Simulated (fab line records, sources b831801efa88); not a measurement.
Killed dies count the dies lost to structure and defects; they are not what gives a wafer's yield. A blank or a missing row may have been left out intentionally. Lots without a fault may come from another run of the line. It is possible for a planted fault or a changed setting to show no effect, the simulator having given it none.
Chamber matching || flow sky130 || SKY_VIA2_CMP_02 on cmp-01: 4 sister chambers
The step polishes SiO2. 20 wafers are shown with their chamber, then 10 later ones without.

## EACH WAFER AND ITS CHAMBER
{"wafer": "L074.1", "chamber": 1, "motor_current_A (A)": 13.3, "head_pressure_psi (psi)": 3.995}
{"wafer": "L074.3", "chamber": 2, "motor_current_A (A)": 12.2, "head_pressure_psi (psi)": 3.996}
{"wafer": "L074.5", "chamber": 3, "motor_current_A (A)": 11.8, "head_pressure_psi (psi)": 4.001}
{"wafer": "L076.2", "chamber": 0, "motor_current_A (A)": 11.0, "head_pressure_psi (psi)": 3.998}
{"wafer": "L076.4", "chamber": 3, "motor_current_A (A)": 12.3, "head_pressure_psi (psi)": 4.006}
{"wafer": "L076.5", "chamber": 0, "motor_current_A (A)": 11.1, "head_pressure_psi (psi)": 3.987}
{"wafer": "L079.2", "chamber": 0, "motor_current_A (A)": 11.6, "head_pressure_psi (psi)": 3.995}
{"wafer": "L079.3", "chamber": 3, "motor_current_A (A)": 11.8, "head_pressure_psi (psi)": 3.998}
{"wafer": "L079.5", "chamber": 2, "motor_current_A (A)": 12.4, "head_pressure_psi (psi)": 3.990}
{"wafer": "L082.2", "chamber": 3, "motor_current_A (A)": 12.2, "head_pressure_psi (psi)": 4.018}
{"wafer": "L082.3", "chamber": 1, "motor_current_A (A)": 13.2, "head_pressure_psi (psi)": 4.017}
{"wafer": "L082.4", "chamber": 2, "motor_current_A (A)": 11.8, "head_pressure_psi (psi)": 3.995}
{"wafer": "L081.1", "chamber": 1, "motor_current_A (A)": 13.8, "head_pressure_psi (psi)": 3.981}
{"wafer": "L081.3", "chamber": 0, "motor_current_A (A)": 11.6, "head_pressure_psi (psi)": 4.016}
{"wafer": "L081.4", "chamber": 2, "motor_current_A (A)": 11.3, "head_pressure_psi (psi)": 3.998}
{"wafer": "L083.3", "chamber": 3, "motor_current_A (A)": 12.2, "head_pressure_psi (psi)": 3.992}
{"wafer": "L083.4", "chamber": 1, "motor_current_A (A)": 14.7, "head_pressure_psi (psi)": 4.011}
{"wafer": "L083.6", "chamber": 0, "motor_current_A (A)": 10.7, "head_pressure_psi (psi)": 4.000}
{"wafer": "L086.2", "chamber": 1, "motor_current_A (A)": 13.8, "head_pressure_psi (psi)": 3.996}
{"wafer": "L086.3", "chamber": 0, "motor_current_A (A)": 11.0, "head_pressure_psi (psi)": 4.010}

SIGNATURES, as means of the wafers listed above
{"reading": "motor_current_A", "chamber 0": 11.167, "chamber 1": 13.760, "chamber 2": 11.925, "chamber 3": 12.060, "scatter within a chamber": 0.433}
{"reading": "head_pressure_psi", "chamber 0": 4.00100, "chamber 1": 4.00000, "chamber 2": 3.99475, "chamber 3": 4.00300, "scatter within a chamber": 0.0105}
Rule: a wafer lies at a distance from a chamber equal to the root of the sum of squares, over the readings, of (its reading less the chamber's mean, divided by the reading's scatter). The wafer belongs to the nearest chamber; if the next one is less than 2 further off, it can't be placed. How the scatter is found: for the shown wafers, subtract from each reading the mean of its chamber, square and add these, divide the total by (wafers less chambers), then take the root.

## WAFERS WITH NO CHAMBER GIVEN
{"wafer": "L086.5", "motor_current_A (A)": 11.4, "head_pressure_psi (psi)": 4.014}
{"wafer": "L091.3", "motor_current_A (A)": 10.9, "head_pressure_psi (psi)": 4.007}
{"wafer": "L091.5", "motor_current_A (A)": 11.5, "head_pressure_psi (psi)": 3.999}
{"wafer": "L091.6", "motor_current_A (A)": 12.4, "head_pressure_psi (psi)": 4.003}
{"wafer": "L090.1", "motor_current_A (A)": 12.2, "head_pressure_psi (psi)": 3.991}
{"wafer": "L090.3", "motor_current_A (A)": 14.2, "head_pressure_psi (psi)": 3.991}
{"wafer": "L090.6", "motor_current_A (A)": 12.2, "head_pressure_psi (psi)": 4.001}
{"wafer": "L092.2", "motor_current_A (A)": 12.1, "head_pressure_psi (psi)": 4.014}
{"wafer": "L092.3", "motor_current_A (A)": 10.4, "head_pressure_psi (psi)": 4.019}
{"wafer": "L092.6", "motor_current_A (A)": 14.4, "head_pressure_psi (psi)": 4.016}

## WHICH CHAMBER EACH WENT THROUGH
{"wafer": "L086.5", "from the rows above": "can't be placed: 0 or 3 or 2", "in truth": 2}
{"wafer": "L091.3", "from the rows above": "can't be placed: 0 or 2 or 3", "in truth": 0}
{"wafer": "L091.5", "from the rows above": "can't be placed: 0 or 2 or 3", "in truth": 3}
{"wafer": "L091.6", "from the rows above": "can't be placed: 3 or 2", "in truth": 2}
{"wafer": "L090.1", "from the rows above": "can't be placed: 2 or 3 or 0", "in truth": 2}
{"wafer": "L090.3", "from the rows above": 1, "in truth": 1}
{"wafer": "L090.6", "from the rows above": "can't be placed: 3 or 2", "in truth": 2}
{"wafer": "L092.2", "from the rows above": "can't be placed: 3 or 2 or 0", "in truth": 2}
{"wafer": "L092.3", "from the rows above": "can't be placed: 0 or 3 or 2", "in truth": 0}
{"wafer": "L092.6", "from the rows above": 1, "in truth": 1}
2 of 10 placed correctly. From these rows, 8 cannot be placed; in 8 the true chamber is one of the candidates. Number placed wrongly: 0.
